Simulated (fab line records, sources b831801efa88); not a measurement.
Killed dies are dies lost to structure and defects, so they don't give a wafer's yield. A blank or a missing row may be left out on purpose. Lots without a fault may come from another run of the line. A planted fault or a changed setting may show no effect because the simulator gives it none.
Chamber matching | flow gf180mcu | GF_V1_ETCH_16 on rie_diel-04: 4 sister chambers
The step etches BARC in N2/H2. 16 wafers are shown with their chamber, then 8 later ones without.

WAFERS WITH THEIR CHAMBER
wafer  | chamber | drypump_motor_current_A (A) | oes_product_au (a.u.) | throttle_valve_pct (%)
L877.2 | 1       | 6.0                         | 0.851                 | 13.219
L877.4 | 2       | 6.7                         | 0.851                 | 13.215
L877.6 | 2       | 6.7                         | 0.846                 | 13.218
L885.2 | 2       | 6.7                         | 0.867                 | 13.212
L885.3 | 3       | 6.0                         | 0.858                 | 13.229
L885.6 | 0       | 5.7                         | 0.859                 | 13.220
L887.1 | 3       | 6.0                         | 0.864                 | 13.210
L887.4 | 2       | 6.7                         | 0.855                 | 13.223
L887.6 | 1       | 6.1                         | 0.860                 | 13.224
L893.3 | 3       | 6.0                         | 0.858                 | 13.212
L893.4 | 1       | 6.0                         | 0.853                 | 13.230
L893.6 | 2       | 6.7                         | 0.848                 | 13.230
L895.2 | 2       | 6.7                         | 0.866                 | 13.231
L895.4 | 1       | 6.0                         | 0.845                 | 13.213
L895.5 | 3       | 6.0                         | 0.850                 | 13.235
L897.2 | 0       | 5.7                         | 0.860                 | 13.241

SIGNATURES (means of the wafers above)
reading                 | chamber 0 | chamber 1 | chamber 2 | chamber 3 | scatter within a chamber
drypump_motor_current_A | 5.700     | 6.025     | 6.700     | 6.000     | 0.025
oes_product_au          | 0.85950   | 0.85225   | 0.85550   | 0.85750   | 0.00721
throttle_valve_pct      | 13.23050  | 13.22150  | 13.22150  | 13.22150  | 0.00978
Rule: a wafer's distance from a chamber is the root of the sum, over the readings, of the square of ((its reading less the chamber's mean) divided by the reading's scatter). The wafer belongs to the nearest chamber; if the next one is less than 2 further off, it can't be placed. The scatter: the root of (the sum of the squares of (reading less its chamber's mean) over the shown wafers, divided by (wafers less chambers)).

WAFERS WITHOUT THEIR CHAMBER
wafer  | drypump_motor_current_A (A) | oes_product_au (a.u.) | throttle_valve_pct (%)
L897.3 | 6.0                         | 0.859                 | 13.223
L897.4 | 6.7                         | 0.858                 | 13.226
L898.1 | 6.7                         | 0.862                 | 13.234
L898.5 | 6.0                         | 0.853                 | 13.220
L898.6 | 5.7                         | 0.856                 | 13.218
L900.3 | 6.0                         | 0.858                 | 13.219
L900.5 | 6.7                         | 0.864                 | 13.234
L900.6 | 6.0                         | 0.861                 | 13.229

WHICH CHAMBER EACH WENT THROUGH
wafer  | from the rows above     | in truth
L897.3 | can't be placed: 3 or 1 | 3
L897.4 | 2                       | 2
L898.1 | 2                       | 2
L898.5 | can't be placed: 3 or 1 | 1
L898.6 | 0                       | 0
L900.3 | can't be placed: 3 or 1 | 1
L900.5 | 2                       | 2
L900.6 | can't be placed: 3 or 1 | 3
Placed correctly: 4 of 8. Can't be placed from these rows: 4 (the true chamber is among the candidates in 4). Placed wrongly: 0.
